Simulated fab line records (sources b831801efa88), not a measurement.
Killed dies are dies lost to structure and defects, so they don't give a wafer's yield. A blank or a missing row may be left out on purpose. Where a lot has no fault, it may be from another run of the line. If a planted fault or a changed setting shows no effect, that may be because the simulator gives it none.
Check for tools in common	flow gf180mcu	11 lots and 33 wafers in the sample

THE REASON FOR OPENING IT
3 of 11 lots carry a flag on the reading V1_W_RS at GF_V1_RS_MEAS_24. No-fault wafers: 0.326 ohm/sq, standard deviation 0.0036.
Rule: a lot is flagged in two cases, either no wafer of it has a number, or all its wafers with numbers fall more than 4 standard deviations from that mean. The rest of the lots are taken to be sound.

lot	measured	on	V1_W_RS (ohm/sq), wafer by wafer	flag
L191	day 18 10:05	filmMetro-04	0.331 0.322 0.331	
L193	day 19 07:16	filmMetro-01	0.327 0.327 0.331	
L196	day 19 23:37	filmMetro-01	0.333 0.332 0.325	
L201	day 22 01:11	filmMetro-01	0.377 0.375 0.378	FLAGGED
L203	day 22 21:12	filmMetro-02	0.380 0.384 0.381	FLAGGED
L204	day 23 09:08	filmMetro-04	0.384 0.380 0.379	FLAGGED
L206	day 23 19:46	filmMetro-04	0.333 0.321 0.320	
L208	day 24 12:19	filmMetro-04	0.326 0.330 0.327	
L212	day 25 12:06	filmMetro-04	0.325 0.325 0.328	
L213	day 25 21:55	filmMetro-04	0.328 0.328 0.330	
L214	day 26 02:53	filmMetro-02	0.325 0.329 0.324	
On average the flagged lots' numbers are 0.380 ohm/sq, which is +0.054 ohm/sq against the usual, or +15 standard deviations.

TOOL THAT RAN EACH LOT
The record holds 2 process steps before the reading, out of a route of 602 steps. Read each cell as the tool, then ch plus the chambers that the sampled wafers visited, then the start.
lot	flag	GF_V1_SPUTTER_21	GF_V1_CVD_23
L191		pvdSputter-01, day 18 09:50	cvdW-02 ch 0,1, day 18 09:59
L193		pvdSputter-04, day 19 07:02	cvdW-01 ch 0,1, day 19 07:08
L196		pvdSputter-01, day 19 23:19	cvdW-02 ch 0,1, day 19 23:27
L201	FLAGGED	pvdSputter-01, day 22 00:59	cvdW-01 ch 0,1, day 22 01:05
L203	FLAGGED	pvdSputter-03, day 22 20:59	cvdW-01 ch 0,1, day 22 21:05
L204	FLAGGED	pvdSputter-03, day 23 08:53	cvdW-01 ch 0,1, day 23 08:59
L206		pvdSputter-03, day 23 19:32	cvdW-02 ch 0,1, day 23 19:38
L208		pvdSputter-01, day 24 12:06	cvdW-02 ch 0,1, day 24 12:12
L212		pvdSputter-04, day 25 11:52	cvdW-01 ch 0, day 25 11:58
L213		pvdSputter-01, day 25 21:41	cvdW-01 ch 0,1, day 25 21:47
L214		pvdSputter-03, day 26 02:38	cvdW-02 ch 0,1, day 26 02:47
What the steps here do:
- GF_V1_SPUTTER_21: material Ti, target thk 15 nm, time 80.02 s.
- GF_V1_CVD_23: deposits W, target thk 350 nm, time 105.05 s.
- GF_V1_RS_MEAS_24: measures by four-point-probe.

FLAGGED OVER TOTAL, TOOL BY TOOL (the gauges that took the reading come last)
step	tool	lots run	flagged	share of the flagged lots	sound lots run after its first flagged lot
GF_V1_SPUTTER_21	pvdSputter-01	5	1	some	2 (L208,L213)
GF_V1_SPUTTER_21	pvdSputter-03	4	2	some	2 (L206,L214)
GF_V1_SPUTTER_21	pvdSputter-04	2	0	none	-
GF_V1_CVD_23	cvdW-01	6	3	all	2 (L212,L213)
GF_V1_CVD_23	cvdW-02	5	0	none	-
GF_V1_RS_MEAS_24	filmMetro-01	3	1	some	0
GF_V1_RS_MEAS_24	filmMetro-02	2	1	some	1 (L214)
GF_V1_RS_MEAS_24	filmMetro-04	6	1	some	4 (L206,L208,L212,L213)

WHAT THE TABLE ALLOWS
All flagged lots share 1 row of the table, namely cvdW-01 at GF_V1_CVD_23.
- cvdW-01 at GF_V1_CVD_23 ran 6 lots, 3 of them flagged. After the first flagged lot (L212, L213), sound lots still ran on it; a lasting fault on the whole tool would not permit that.
None of the table's rows ran every flagged lot and, after the first, no sound lot.

WHAT THE SIMULATOR HAD INSERTED
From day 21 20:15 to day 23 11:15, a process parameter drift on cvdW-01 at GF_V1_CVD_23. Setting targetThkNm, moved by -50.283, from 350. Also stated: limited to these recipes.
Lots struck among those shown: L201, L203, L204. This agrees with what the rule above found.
